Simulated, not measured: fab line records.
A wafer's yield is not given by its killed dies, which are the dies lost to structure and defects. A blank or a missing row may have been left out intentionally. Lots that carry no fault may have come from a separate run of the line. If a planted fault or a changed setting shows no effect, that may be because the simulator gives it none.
Which tool was responsible? | flow sky130 | 11 lots, 33 wafers sampled, at 2 steps of a route of 708

WHAT EACH GAUGE READ, for each wafer
SKY_LDD_LDN_OVL_MEAS_07.
lot  | measured     | on         | LDD_LDN_OVL (nm)
L797 | day 23 17:35 | overlay-01 | 0.0 -1.8 -0.8
L802 | day 26 20:47 | overlay-02 | -1.5 0.1 1.2
L803 | day 26 21:02 | overlay-01 | 0.8 1.6 2.7
L804 | day 26 23:11 | overlay-01 | -2.9 -2.6 -2.5
L810 | day 28 15:40 | overlay-01 | 4.3 3.2 3.9
L809 | day 28 21:20 | overlay-01 | 0.9 1.6 1.6
L812 | day 29 06:29 | overlay-02 | - - -
L813 | day 29 12:59 | overlay-02 | -0.3 -0.5 0.6
L814 | day 29 15:08 | overlay-01 | -1.3 -1.2 -1.9
L817 | day 30 19:05 | overlay-02 | 0.4 0.1 0.3
L818 | day 30 21:59 | overlay-01 | -0.7 -2.0 -1.6

TOOL THAT RAN EACH LOT (tool first, then ch and the chambers of the sampled wafers, then the start)
lot  | SKY_LDD_LDN_EXPOSE_04
L797 | ilineStepper-02 ch 0, day 23 02:52
L802 | ilineStepper-01 ch 0, day 26 07:01
L803 | ilineStepper-02 ch 0, day 26 07:19
L804 | ilineStepper-01 ch 0, day 26 09:55
L810 | ilineStepper-01 ch 0, day 28 01:41
L809 | ilineStepper-02 ch 0, day 28 06:41
L812 | ilineStepper-01 ch 0, day 28 16:21
L813 | ilineStepper-01 ch 0, day 29 00:05
L814 | ilineStepper-02 ch 0, day 29 01:37
L817 | ilineStepper-01 ch 0, day 30 05:45
L818 | ilineStepper-01 ch 0, day 30 08:32
- SKY_LDD_LDN_EXPOSE_04: exposes mask LDNTM, target cd 700 nm.

THE ANSWER, worked out from the rows above alone
Rule: the usual values come from the lots themselves. Put in order of their means at a reading, lots are off if they are a third of the lots or fewer, leave a main group of 4 or more, and stand apart from it by a gap of 3 or more times the standard deviation of the main group's means; of several such gaps the widest counts. If all means in a main group match to the digits the tables above print for the reading, that group is not used. Also off: a lot with no number at a reading for which 4 or more lots have one. Any other lot the step has rows for is counted as sound.
Off: L812, seen at SKY_LDD_LDN_OVL_MEAS_07 (LDD_LDN_OVL). Without a number there: L812. For the main group the mean is 0.1 nm and the standard deviation 1.8.
If a tool, at a process step before that reading, ran all the lots that are off and no sound lot after the first of them, it fits. Gauges at SKY_LDD_LDN_OVL_MEAS_07: tried the same way as those tools. None of those tried fits.

WHAT THE SIMULATOR HAD INSERTED
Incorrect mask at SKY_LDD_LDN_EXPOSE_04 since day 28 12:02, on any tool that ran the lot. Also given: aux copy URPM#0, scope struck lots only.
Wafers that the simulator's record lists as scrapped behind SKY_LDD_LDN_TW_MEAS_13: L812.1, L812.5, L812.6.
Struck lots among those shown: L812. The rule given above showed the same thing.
